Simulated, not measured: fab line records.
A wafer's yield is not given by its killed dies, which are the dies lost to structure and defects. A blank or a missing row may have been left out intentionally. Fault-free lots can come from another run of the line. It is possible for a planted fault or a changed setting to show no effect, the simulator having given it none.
2 desks, one fault | flow sky130 | every desk sees just its own numbers, and what lay behind them comes last

== TOOL OWNER'S DESK, rtp anneal-01 ==
At SKY_SD_N_RTA_14 (time 2 s), the tool's own readings, given per lot that ran on this tool as the mean of the sampled wafers with a number. The brackets show how far a lot's mean lies from the usual mean; more than 4 standard deviations puts the lot out of limits, marked OUT.
Columns: A = lamp power pct at SKY_SD_N_RTA_14, usual 15.74 %; B = ramp down c per s at SKY_SD_N_RTA_14, usual 90.001; C = wafer_temp_C_max at SKY_SD_N_RTA_14, usual 1078.0
lot  | first seen here | A     | B                        | C
L508 | day 30 06:51    | 15.71 | 89.996                   | 1078.0
L514 | day 32 06:23    | 15.74 | 36.000 (-99 or more) OUT | 1077.5
L516 | day 32 19:11    | 15.77 | 35.987 (-99 or more) OUT | 1078.3
This desk finds L514, L516 out of limits, L514 being first, at day 32 06:23 (ramp down c per s at SKY_SD_N_RTA_14). L508: within limits.

== AT THE METROLOGY DESK ==
What the gauges read for every lot (on any tool): the sampled wafers with a number, averaged. The brackets show how far a lot's mean lies from the usual mean; more than 4 standard deviations puts the lot out of limits, marked OUT.
Columns: A = cd nm at SKY_SD_N_CD_MEAS_07, usual 380.7 nm; B = SD_N_OVL at SKY_SD_N_OVL_MEAS_08, usual 0.0 nm; C = SD_N_TW at SKY_SD_N_TW_MEAS_12, usual 4014
lot  | first seen here | A     | B    | C
L505 | day 29 13:09    | 384.2 | 0.8  | 4045
L508 | day 30 06:13    | 382.2 | 1.0  | 4052
L514 | day 32 05:44    | 377.9 | 0.4  | 4063
L515 | day 32 10:42    | 378.6 | 2.7  | 3971
L516 | day 32 18:32    | 380.7 | -0.5 | 4050
L523 | day 34 20:49    | 379.2 | -0.4 | 4030
Finding of this desk: none of the 6 lots has anything out of limits.

== ALL TOGETHER ==
At day 32 06:23, on L514, L516, the tool owner's desk was in a position to raise an alarm.
At the metrology desk, nothing out of limits was observed.
The metrology desk holds a record of L514, L516, inside its limits.
Of the lots named, all ran SKY_SD_N_RTA_14 on rtp anneal-01.

== WHAT THE SIMULATOR HAD PUT IN ==
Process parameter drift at SKY_SD_N_RTA_14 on rtp anneal-01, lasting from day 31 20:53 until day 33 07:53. Setting ramp down c per s shifted by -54 from 90. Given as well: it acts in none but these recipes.
Shown lots that were struck: L514, L516.
Each desk's first reading out of limits, in hours after the fault started: the tool owner's desk, 10.
